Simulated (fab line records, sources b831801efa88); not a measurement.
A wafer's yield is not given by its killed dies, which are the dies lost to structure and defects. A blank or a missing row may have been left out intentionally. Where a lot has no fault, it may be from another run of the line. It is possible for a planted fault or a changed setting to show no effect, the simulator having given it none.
fab line records	flow sky130
[record] lots = 7	wafers = 19	last-day = 50
route steps=708 shown CONTACT@418 PAD_OPEN@708
lots with no fault: from the same line, run without faults
start-h: the number of hours between the record's first day and the start of the first shown wafer of the lot	wait-h: hours since the lot's step before	" the same as in the row above	L1.1+2: several wafers, shown together as one row	- no value, or no start was given	* or withheld: withheld	< > ~ a bound
route shown NAME@n: names a module that has steps shown in the file, with the first one's number in the route	usual: mean/standard deviation of fault-free wafers	same: alike in all rows	chamber/n: place in a boat	sites: readings site by site	_std_site: standard deviation of those values	_edge_site: mean of outer sites minus mean of inner sites	radius-mm: for every site, how far away it sits from the centre of the wafer	mask NAME#n: copy n	behind: the last tool/chamber to shape the wafer	hold: the reason the lot was held/the length of the hold in hours/how it ended	device: whichever transistor did not switch (one of n, p or np)	end of line: the tests these same wafers got at the end of their route	a step with no rows: only its recipe	killed: at the first sort, the dies lost to defects and structure; wafer yield is something else	map: the dies of a wafer, with x for killed, . for not killed, _ for no die there
set.NAME: the setting as run; set.NAME@STEP: as run at that earlier step	model.NAME: the simulator's own value behind a step, which no gauge read
lots at some steps of the route; a table a step, a row a wafer
services: when a tool's chamber went out of use (start-h, in hours from the record's first day, below 0 if earlier), for how many hours, and the reason
[[steps]]
[step SKY_CONTACT_PEB_12]
[recipe] peb-temp-c = withheld	peb-time-s = withheld	resist = KrF-thick
[step SKY_CONTACT_DEVELOP_13]
[recipe] develop-time-s = 60	resist = KrF-thick	dev-temp-c = 21
[step SKY_CONTACT_CD_MEAS_14]
[recipe] target-cd-nm = 170
[usual] cd-nm = 170.0/1.2
lot.wafer	tool	chamber	start-h	wait-h	cd-nm
L486.2	cd-sem-01	-	724.90	-	170.4
L486.3	"	-	"	"	170.0
L486.5	"	-	"	"	171.3
L487.3	cd-sem-02	-	730.82	-	168.9
L487.4	"	-	"	"	169.1
L487.5	"	-	"	"	168.2
L489.2	cd-sem-02	-	751.77	-	170.5
L489.4	"	-	"	"	171.3
L489.5	"	-	"	"	171.0
L503.2	cd-sem-01	-	856.49	-	170.2
L503.3	"	-	"	"	171.8
L503.6	"	-	"	"	171.1
L505.1	cd-sem-02	-	876.60	-	167.7
L505.3	"	-	"	"	169.4
L504.2	cd-sem-01	-	879.90	-	170.9
L504.6	"	-	"	"	172.2
L508.1	cd-sem-01	-	893.97	-	170.8
L508.4	"	-	"	"	171.2
L508.6	"	-	"	"	170.0
[step SKY_CONTACT_OVL_MEAS_15]
[usual] CONTACT_OVL = -3/5.5
lot.wafer	tool	chamber	start-h	wait-h	CONTACT_OVL[nm]
L486.2	overlay-02	-	725.01	0.1	-5
L486.3	"	-	"	"	-12
L486.5	"	-	"	"	-11
L487.3	overlay-02	-	730.91	0.1	-4
L487.4	"	-	"	"	0
L487.5	"	-	"	"	1
L489.2	overlay-02	-	751.87	0.1	-11
L489.4	"	-	"	"	-6
L489.5	"	-	"	"	-4
L503.2	overlay-02	-	856.60	0.1	-11
L503.3	"	-	"	"	-2
L503.6	"	-	"	"	-5
L505.1	overlay-02	-	876.72	0.1	0
L505.3	"	-	"	"	5
L504.2	overlay-01	-	880.01	0.1	-6
L504.6	"	-	"	"	-3
L508.1	overlay-02	-	894.09	0.1	8
L508.4	"	-	"	"	2
L508.6	"	-	"	"	2
[step SKY_CONTACT_ETCH_16]
[recipe] chemistry = N2/H2	target = BARC	ion-energy-ev = 200	source-w = 500	bias-w = 100	pressure-mtorr = 30	n2-flow-sccm = 100	h2-flow-sccm = 200	stop-on = SiO2	time-s = 45.9	target-depth-a = 600
[usual] bias-w = 100.01/0.29	drypump-motor-current-A = 5.8/0.34	h2-flow-sccm = 199.9/0.59	oes-product-au = 0.854/0.0044	rf-fwd-power-W = 495.0/2.2	throttle-valve-pct = 13.224/0.0081
lot.wafer	tool	chamber	start-h	wait-h	bias-w	drypump-motor-current-A	h2-flow-sccm	oes-product-au	rf-fwd-power-W	rf-hours-counter-h	throttle-valve-pct
L486.2	rie-diel-01	2	725.04	0.0	100.14	5.9	200.4	0.855	493.8	11	13.229
L486.3	"	3	"	"	99.95	5.6	199.2	0.853	493.8	19	13.224
L486.5	"	2	"	"	99.92	5.9	199.7	0.853	492.4	-	13.235
L487.3	rie-diel-03	0	730.94	0.0	99.81	5.9	200.1	0.860	494.4	19	13.235
L487.4	"	1	"	"	99.88	5.3	199.4	0.854	495.4	16	13.225
L487.5	"	1	"	"	99.91	5.3	199.6	0.856	493.1	-	13.217
L489.2	rie-diel-03	1	751.90	0.0	100.17	5.3	201.1	0.856	497.6	17	13.232
L489.4	"	3	"	"	100.10	6.3	200.8	0.863	491.7	12	13.231
L489.5	"	0	"	"	99.75	5.9	199.0	0.855	494.6	-	13.230
L503.2	rie-diel-03	0	856.63	0.0	99.61	5.9	200.9	0.852	496.4	22	13.224
L503.3	"	2	"	"	100.27	5.6	199.6	0.853	496.7	7	13.233
L503.6	"	0	"	"	100.45	5.8	200.5	0.854	496.2	-	13.235
L505.1	rie-diel-03	2	876.76	0.0	99.51	5.5	200.1	0.852	499.5	8	13.208
L505.3	"	3	"	"	99.91	6.2	199.4	0.857	493.8	16	13.211
L504.2	rie-diel-03	3	880.04	0.0	99.82	6.3	199.5	0.848	492.5	16	13.228
L504.6	"	2	"	"	100.12	5.6	199.4	0.852	497.8	-	13.220
L508.1	rie-diel-03	3	894.13	0.0	100.20	6.2	199.5	0.859	494.0	16	13.216
L508.4	"	1	"	"	99.92	5.3	199.3	0.857	496.1	22	13.235
L508.6	"	3	"	"	100.20	6.3	199.2	0.850	492.7	-	13.235
[step SKY_CONTACT_ETCH_17]
[recipe] target = SiO2	chemistry = C4F8/O2/Ar	stop-on = Si3N4	mask-material = KrF-thick	source-w = 1500	bias-w = 1200	pressure-mtorr = 40	c4f8-flow-sccm = withheld	O2_flow_sccm = 6	Ar_flow_sccm = 300	time-s = withheld	target-depth-a = 3400
[step SKY_CONTACT_ETCH_18]
[recipe] target = Si3N4	chemistry = CHF3/O2	stop-on = TiN	source-w = 600	bias-w = 200	pressure-mtorr = 40	chf3-flow-sccm = 50	O2_flow_sccm = 5	time-s = 39	target-depth-a = 750
[usual] bias-w = 200.0/0.56	drypump-motor-current-A = 5.8/0.34	oes-product-au = 0.854/0.0078	rf-fwd-power-W = 593.3/2.3	throttle-valve-pct = 8.793/0.0089
lot.wafer	tool	chamber	start-h	wait-h	bias-w	drypump-motor-current-A	oes-product-au	rf-fwd-power-W	rf-hours-counter-h	throttle-valve-pct
L486.2	rie-diel-01	2	-	-	200.6	5.9	0.850	592.6	11	8.780
L486.3	"	3	"	"	199.8	5.6	0.853	593.6	19	8.798
L486.5	"	2	"	"	200.1	5.9	0.854	590.4	-	8.799
L487.3	rie-diel-03	0	-	-	200.3	5.9	0.846	590.2	19	8.797
L487.4	"	1	"	"	200.1	5.3	0.858	593.7	16	8.792
L487.5	"	1	"	"	200.4	5.3	0.864	594.3	-	8.796
L489.2	rie-diel-03	1	-	-	200.2	5.3	0.849	596.0	17	8.776
L489.4	"	3	"	"	200.5	6.3	0.855	589.8	12	8.787
L489.5	"	0	"	"	199.5	5.8	0.851	591.8	-	8.798
L503.2	rie-diel-03	0	-	-	200.3	5.9	0.856	590.9	22	8.788
L503.3	"	2	"	"	199.3	5.5	0.841	596.1	7	8.790
L503.6	"	0	"	"	199.5	5.9	0.854	591.2	-	8.794
L505.1	rie-diel-03	2	-	-	201.1	5.5	0.853	597.1	8	8.790
L505.3	"	3	"	"	199.6	6.2	0.854	591.3	16	8.788
L504.2	rie-diel-03	3	-	-	200.4	6.3	0.850	590.3	16	8.788
L504.6	"	2	"	"	200.1	5.5	0.859	594.3	-	8.781
L508.1	rie-diel-03	3	-	-	199.6	6.3	0.855	589.5	17	8.785
L508.4	"	1	"	"	199.6	5.3	0.859	593.5	22	8.803
L508.6	"	3	"	"	200.4	6.2	0.864	588.8	-	8.797
[step SKY_CONTACT_STRIP_19]
[recipe] chemistry = O2/N2	power-w = 1400	pressure-mtorr = 1500	platen-temp-c = withheld	o2-flow-sccm = 3000	n2-flow-sccm = 300	overash-fraction = 0.5
[usual] drypump-motor-current-A = 5.8/0.33	oes-product-au = 0.379/0.0051	strip-time-to-endpoint-s = 3.613/0.022
lot.wafer	tool	chamber	start-h	wait-h	drypump-motor-current-A	oes-product-au	rf-hours-counter-h	strip-time-to-endpoint-s
L486.2	plasma-asher-02	0	725.17	-	6.1	0.387	85	3.632
L486.3	"	0	"	"	6.1	0.375	-	3.593
L486.5	"	0	"	"	6.1	0.388	-	3.618
L487.3	plasma-asher-02	0	731.10	-	6.1	0.384	-	3.628
L487.4	"	1	"	"	5.4	0.381	-	3.632
L487.5	"	0	"	"	6.1	0.377	-	3.612
L489.2	plasma-asher-03	1	752.04	-	5.7	0.381	64	3.607
L489.4	"	0	"	"	5.8	0.383	-	3.635
L489.5	"	0	"	"	5.7	0.387	-	3.632
L503.2	plasma-asher-03	0	856.76	-	5.7	0.376	74	3.611
L503.3	"	0	"	"	5.8	0.376	-	3.620
L503.6	"	0	"	"	5.8	0.375	-	3.590
L505.1	plasma-asher-02	1	876.89	-	5.5	0.378	100	3.626
L505.3	"	0	"	"	6.1	0.375	-	3.660
L504.2	plasma-asher-01	1	880.17	-	5.0	0.374	14	3.636
L504.6	"	1	"	"	5.0	0.379	-	3.606
L508.1	plasma-asher-02	0	894.26	-	6.1	0.378	102	3.646
L508.4	"	1	"	"	5.5	0.369	-	3.603
L508.6	"	0	"	"	6.1	0.388	-	3.642
[step SKY_CONTACT_STRIP_20]
[recipe] chemistry = post-etch-residue-remover	time-s = 1200	temp-c = 72.5
[step SKY_CONTACT_CLEAN_21]
[recipe] chemistry = IPA	time-s = 180	temp-c = 25
[step SKY_CONTACT_CLEAN_22]
[recipe] chemistry = O3/DIW	dry = n2-spin
[step SKY_CONTACT_SPUTTER_23]
[recipe] material = TiN	target-thk-nm = 20	chamber-pressure-pa = 5	power-w = 4000	time-s = 80
[usual] throttle-valve-pct = 29.5/1.4
lot.wafer	tool	chamber	start-h	wait-h	throttle-valve-pct
L486.2	pvd-sputter-01	-	725.76	0.0	28.8
L486.3	"	-	"	"	29.1
L486.5	"	-	"	"	29.1
L487.3	pvd-sputter-01	-	731.76	0.0	28.7
L487.4	"	-	"	"	28.6
L487.5	"	-	"	"	29.2
L489.2	pvd-sputter-02	-	752.63	0.0	30.8
L489.4	"	-	"	"	30.3
L489.5	"	-	"	"	26.9
L503.2	pvd-sputter-02	-	857.35	0.0	26.8
L503.3	"	-	"	"	28.8
L503.6	"	-	"	"	30.8
L505.1	pvd-sputter-01	-	877.83	0.0	32.2
L505.3	"	-	"	"	28.8
L504.2	pvd-sputter-01	-	880.86	0.0	32.3
L504.6	"	-	"	"	28.7
L508.1	pvd-sputter-04	-	895.28	0.0	30.9
L508.4	"	-	"	"	28.8
L508.6	"	-	"	"	30.4
[step SKY_CONTACT_CVD_24]
[recipe] material = W	target-thk-nm = 340	time-s = 102.12	temp-c = 400	pressure-torr = 40
[usual] heater-power-w = 962/99
lot.wafer	tool	chamber	start-h	wait-h	heater-power-w	model.W_of_CONTACT_CVD_24.thk-nm
L486.2	cvd-w-01	1	725.83	0.0	874	344
L486.3	"	1	"	"	868	343.3
L486.5	"	0	"	"	1085	338.3
L487.3	cvd-w-02	0	731.86	0.1	1051	341.8
L487.4	"	1	"	"	856	336.4
L487.5	"	0	"	"	1025	341.1
L489.2	cvd-w-02	1	752.69	0.0	835	332.7
L489.4	"	0	"	"	1024	337.4
L489.5	"	0	"	"	1044	335.9
L503.2	cvd-w-01	0	857.41	0.0	1086	361.9
L503.3	"	0	"	"	1098	348.3
L503.6	"	1	"	"	916	350.8
L505.1	cvd-w-01	1	877.89	0.0	897	358.3
L505.3	"	1	"	"	889	341.4
L504.2	cvd-w-01	0	880.92	0.0	1055	359.9
L504.6	"	0	"	"	1114	339
L508.1	cvd-w-02	0	895.34	0.0	1073	335.3
L508.4	"	1	"	"	861	334.7
L508.6	"	0	"	"	1067	334
[step SKY_CONTACT_RS_MEAS_25]
[recipe] thk-meas-gauge = four-point-probe	reads = W_of_CONTACT_CVD_24+TiN_of_CONTACT_SPUTTER_23
[usual] CONTACT_W_RS = 0.339/0.0042
lot.wafer	tool	chamber	start-h	wait-h	CONTACT_W_RS[ohm/sq]
L486.2	film-metro-03	-	725.98	0.1	0.334
L486.3	"	-	"	"	0.335
L486.5	"	-	"	"	0.339
L487.3	film-metro-03	-	731.97	0.1	0.336
L487.4	"	-	"	"	0.341
L487.5	"	-	"	"	0.337
L489.2	film-metro-02	-	752.82	0.1	0.345
L489.4	"	-	"	"	0.340
L489.5	"	-	"	"	0.342
L503.2	film-metro-02	-	857.54	0.1	0.317
L503.3	"	-	"	"	0.330
L503.6	"	-	"	"	0.328
L505.1	film-metro-02	-	878.11	0.2	0.320
L505.3	"	-	"	"	0.337
L504.2	film-metro-01	-	881.05	0.1	0.319
L504.6	"	-	"	"	0.339
L508.1	film-metro-01	-	895.45	0.1	0.343
L508.4	"	-	"	"	0.344
L508.6	"	-	"	"	0.344
[step SKY_CONTACT_THK_MEAS_26]
[recipe] thk-meas-gauge = xrf	reads = W_of_CONTACT_CVD_24
[usual] CONTACT_W_THK = 321/4.9
lot.wafer	tool	chamber	start-h	wait-h	CONTACT_W_THK[nm]
L486.2	film-metro-03	-	726.09	0.1	327
L486.3	"	-	"	"	327
L486.5	"	-	"	"	323
L487.3	film-metro-03	-	732.07	0.1	328
L487.4	"	-	"	"	322
L487.5	"	-	"	"	327
L489.2	film-metro-02	-	752.93	0.1	314
L489.4	"	-	"	"	318
L489.5	"	-	"	"	318
L503.2	film-metro-02	-	857.65	0.1	342
L503.3	"	-	"	"	328
L503.6	"	-	"	"	333
L505.1	film-metro-02	-	878.23	0.1	336
L505.3	"	-	"	"	320
L504.2	film-metro-01	-	881.16	0.1	337
L504.6	"	-	"	"	319
L508.1	film-metro-01	-	895.57	0.1	313
L508.4	"	-	"	"	312
L508.6	"	-	"	"	314
[step SKY_CONTACT_CMP_27]
[recipe] stop-on = SiO2	t-overpolish-s = 15	down-force-psi = 3.5	platen-rpm = 60	target-thk-nm = 0	pad-velocity-m-s = 0.94248
[usual] edge-zone-pressure-frac = 1.001/0.0052	motor-current-A = 10.9/1	slurry-filter-dp-kPa = 13.49/0.15
lot.wafer	tool	chamber	start-h	wait-h	edge-zone-pressure-frac	motor-current-A	slurry-filter-dp-kPa
L486.2	cmp-01	0	726.19	0.1	0.999	9.2	13.57
L486.3	"	1	"	"	0.994	10.0	13.39
L486.5	"	3	"	"	0.995	10.7	13.53
L487.3	cmp-01	3	732.11	0.0	0.989	10.9	13.37
L487.4	"	1	"	"	1.000	11.2	13.31
L487.5	"	3	"	"	0.994	10.1	13.45
L489.4	cmp-02	0	752.98	0.0	0.996	11.8	13.56
L489.2	"	3	"	"	1.006	10.0	13.73
L489.5	"	1	"	"	1.000	11.7	13.66
L503.2	cmp-02	1	857.70	0.0	1.000	11.6	13.65
L503.3	"	0	"	"	1.003	11.0	13.58
L503.6	"	1	"	"	1.001	11.4	13.46
L505.3	cmp-01	3	878.34	0.1	1.000	10.9	13.75
L505.1	"	1	"	"	0.994	10.2	13.52
L504.2	cmp-02	0	881.26	0.1	0.998	10.8	13.48
L504.6	"	0	"	"	0.985	10.9	13.34
L508.4	cmp-01	0	895.63	0.0	1.004	9.3	13.49
L508.1	"	3	"	"	1.002	11.5	13.47
L508.6	"	0	"	"	1.001	9.0	13.53
[step SKY_PAD_OPEN_PROBE_99]
[usual] killed_at_M0_to_M3 = 42/7.4	killed_at_M4_up = 3.4/1.8	killed-at-contacts = 25/5.4	killed-at-front-end = 15/4.4	killed-at-other = 0.2/0.52	killed-dies = 86/9.3	killed-open = 47/7.6	killed-short = 39/6.5
[same] gross-dies = 492	killed-at-back-side = 0
lot.wafer	tool	chamber	start-h	wait-h	killed_at_M0_to_M3	killed_at_M4_up	killed-at-contacts	killed-at-front-end	killed-at-other	killed-dies	killed-open	killed-short
L486.2	prober-01	-	1073.03	0.1	54	4	28	16	0	102	63	39
L486.3	prober-01	-	1073.08	0.2	50	7	23	10	0	90	48	42
L486.5	prober-01	-	1073.18	0.2	58	4	21	26	0	109	53	56
L489.2	prober-02	-	1090.50	0.1	30	2	25	16	0	73	46	27
L489.4	prober-02	-	1090.60	0.2	37	4	28	17	0	86	46	40
L489.5	prober-02	-	1090.65	0.2	45	1	23	17	0	86	40	46
L503.2	prober-01	-	1166.54	0.1	35	3	25	9	1	73	45	28
L503.3	prober-01	-	1166.59	0.2	45	3	21	12	0	81	40	41
L503.6	prober-01	-	1166.74	0.2	36	5	35	17	0	93	48	45
L508.1	prober-02	-	1191.55	0.1	59	4	30	16	0	109	56	53
L508.4	prober-02	-	1191.70	0.2	46	2	14	14	0	76	42	34
L508.6	prober-02	-	1191.80	0.2	42	2	24	13	0	81	53	28
// killed by level:class
L486.2 VIA1:geometric-particle:open=14 VIA3:geometric-particle:open=12 CONTACT:geometric-particle:open=9 LI_CONTACT:geometric-particle:open=8 VIA1:geometric-particle:short=8 LI_CONTACT:geometric-particle:short=7 METAL2:geometric-particle:short=5 FIELD_ISO:geometric-particle:open=4
L486.3 VIA3:geometric-particle:open=12 CONTACT:geometric-particle:open=9 METAL1:geometric-particle:short=9 VIA1:geometric-particle:open=8 VIA3:geometric-particle:short=6 VIA2:geometric-particle:open=6 CONTACT:geometric-particle:short=5 LI_CONTACT:geometric-particle:open=4
L486.5 CONTACT:geometric-particle:open=11 VIA2:geometric-particle:open=9 FIELD_ISO:geometric-particle:open=7 METAL3:geometric-particle:short=7 VIA3:geometric-particle:open=7 METAL1:geometric-particle:short=7 VIA1:geometric-particle:open=7 FIELD_ISO:geometric-particle:short=6
L489.2 CONTACT:geometric-particle:open=10 VIA1:geometric-particle:open=8 LI_CONTACT:geometric-particle:open=7 FIELD_ISO:geometric-particle:open=6 VIA2:geometric-particle:open=6 LOCAL_INTERCONNECT:geometric-particle:short=5 VIA3:geometric-particle:open=4 VIA3:geometric-particle:short=4
L489.4 CONTACT:geometric-particle:open=8 VIA1:geometric-particle:open=8 LI_CONTACT:geometric-particle:open=7 CONTACT:geometric-particle:short=7 METAL2:geometric-particle:short=7 FIELD_ISO:geometric-particle:open=5 VIA3:geometric-particle:open=5 LOCAL_INTERCONNECT:geometric-particle:short=5
L489.5 FIELD_ISO:geometric-particle:short=8 CONTACT:geometric-particle:open=8 METAL2:geometric-particle:short=8 VIA1:geometric-particle:open=7 VIA3:geometric-particle:open=7 LI_CONTACT:geometric-particle:open=6 METAL1:geometric-particle:short=6 POLY_GATE:geometric-particle:short=4
L503.2 CONTACT:geometric-particle:open=8 VIA1:geometric-particle:open=8 VIA3:geometric-particle:open=7 LI_CONTACT:geometric-particle:open=7 CONTACT:geometric-particle:short=5 VIA2:geometric-particle:open=5 METAL1:geometric-particle:short=3 POLY_GATE:geometric-particle:short=3
L503.3 VIA1:geometric-particle:open=13 CONTACT:geometric-particle:open=8 METAL2:geometric-particle:short=6 VIA2:geometric-particle:open=6 LOCAL_INTERCONNECT:geometric-particle:short=5 CONTACT:geometric-particle:short=5 POLY_CUT:geometric-particle:open=4 METAL1:geometric-particle:short=4
L503.6 LOCAL_INTERCONNECT:geometric-particle:short=11 CONTACT:geometric-particle:open=9 LI_CONTACT:geometric-particle:open=7 CONTACT:geometric-particle:short=7 VIA3:geometric-particle:open=7 POLY_GATE:geometric-particle:short=6 VIA1:geometric-particle:open=6 VIA2:geometric-particle:open=6
L508.1 CONTACT:geometric-particle:open=13 VIA1:geometric-particle:open=12 VIA2:geometric-particle:open=11 VIA1:geometric-particle:short=7 METAL2:geometric-particle:short=7 CONTACT:geometric-particle:short=6 METAL3:geometric-particle:short=6 VIA3:geometric-particle:open=6
L508.4 VIA1:geometric-particle:open=12 VIA3:geometric-particle:open=12 LI_CONTACT:geometric-particle:open=5 VIA1:geometric-particle:short=5 POLY_GATE:geometric-particle:open=4 POLY_GATE:geometric-particle:short=4 METAL1:geometric-particle:short=4 VIA2:geometric-particle:open=4
L508.6 VIA1:geometric-particle:open=13 LI_CONTACT:geometric-particle:open=9 METAL1:geometric-particle:short=7 VIA2:geometric-particle:open=7 VIA3:geometric-particle:open=6 CONTACT:geometric-particle:open=5 POLY_GATE:geometric-particle:open=4 LOCAL_INTERCONNECT:geometric-particle:open=4
[[services]]
tool	chamber	start-h	hours	kind
pvd-sputter-04	-	707.38	6.9	repair
cmp-01	-	711.86	0.5	repair
rie-diel-01	2	715.38	4.8	repair
plasma-asher-03	-	718.20	19.1	repair
cmp-01	-	744.12	4.0	pm
pvd-sputter-01	-	744.92	1.3	repair
plasma-asher-02	-	748.52	5.9	repair
pvd-sputter-01	-	759.12	6.3	repair
rie-diel-03	1	765.21	4.5	repair
cvd-w-02	-	777.25	6.0	pm
cmp-02	-	779.68	4.3	repair
cvd-w-01	-	787.56	28.1	pm
rie-diel-03	0	796.95	8.5	repair
plasma-asher-03	-	808.62	3.0	repair
rie-diel-01	1	827.46	6.3	repair
rie-diel-01	2	829.35	10.1	repair
rie-diel-03	0	839.57	15.2	repair
cmp-02	-	862.13	5.2	pm
cvd-w-02	-	863.30	6.9	pm
cvd-w-01	0	866.13	1.4	repair
cvd-w-01	0	870.71	8.8	repair
cvd-w-02	-	871.19	2.2	repair
cvd-w-02	-	874.64	0.3	repair
rie-diel-03	0	875.14	11.4	repair
[[key]]
[first-sign] step = SKY_CONTACT_RS_MEAS_25	reading = CONTACT_W_RS	direction = down	sigmas = 4.7	usual = 0.339	struck = 0.319
[effect] step = SKY_CONTACT_THK_MEAS_26	reading = CONTACT_W_THK	direction = up	sigmas = 3.6	usual = 321	struck = 338
[model-effect] step = SKY_CONTACT_CVD_24	value = W_of_CONTACT_CVD_24.thk-nm	without = 340.1	struck = 360.1
met-at SKY_CONTACT_CVD_24
struck-wafers L503.2,L504.2,L505.1
tester-left-out L503,L504,L505
onset-between 725.83 857.41
[fault] kind = process-parameter-drift	tool = cvd-w-01	chamber = -	onset-h = 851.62	steps = SKY_CONTACT_CVD_24	channel = target-thk-nm	offset = 19.936	shape = step	end-h = 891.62	scope = struck-wafers-only	acts-in = these-recipes-only	stated = 340
// tester-left-out: of these lots the tester's yield and bins aren't shown, on N5 and GAA mostly nor the transistor test; their killed dies are dies lost to structure and defects alone, not to doping, threshold or leakage, so they don't give the yield
